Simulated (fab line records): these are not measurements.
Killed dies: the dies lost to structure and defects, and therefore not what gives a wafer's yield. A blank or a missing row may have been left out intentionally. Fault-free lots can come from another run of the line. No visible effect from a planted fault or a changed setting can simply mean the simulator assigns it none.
Chamber matching	flow gf180mcu	GF_V5_CVD_02 on pecvd-01: 3 sister chambers
The step deposits SiO2 from TEOS, target thk 1450 nm, time 163.28 s. 6 wafers are shown with their chamber, then 9 later ones without.

## WAFERS, EACH WITH ITS CHAMBER
wafer	chamber	heater power w (W)
L084.4	1	716
L084.5	0	653
L084.6	2	543
L086.2	0	652
L086.4	1	572
L086.5	2	687

## WAFERS WHOSE CHAMBER IS MISSING
wafer	heater power w (W)
L091.1	660
L091.2	676
L091.3	635
L091.4	552
L091.5	540
L091.6	707
L095.1	699
L095.2	631
L095.6	521

## CHAMBER TAKEN BY EACH
wafer	from the rows above	in truth
L091.1	can't be placed: 0 or 1 or 2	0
L091.2	can't be placed: 0 or 1 or 2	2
L091.3	can't be placed: 1 or 0 or 2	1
L091.4	can't be placed: 2 or 1 or 0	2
L091.5	can't be placed: 2 or 1 or 0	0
L091.6	can't be placed: 0 or 1 or 2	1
L095.1	can't be placed: 0 or 1 or 2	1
L095.2	can't be placed: 1 or 2 or 0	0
L095.6	can't be placed: 2 or 1 or 0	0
Correct placement for 0 of the 9. Unplaceable from these rows: 9, with the true chamber sitting among the candidates in 9. Number placed wrongly: 0.
How it was worked out, from the rows above alone: a wafer's distance from a chamber is the root of the sum, over the readings, of the square of ((its reading less the chamber's mean) divided by the reading's scatter). If the next closest chamber is less than 2 further off than the closest, the wafer can't be placed; otherwise it belongs to the closest. For every chamber, the mean is computed from those of its wafers that are shown. The scatter: take each reading less its chamber's mean, square it, sum over the shown wafers, divide by the number of wafers less the number of chambers, and take the root.
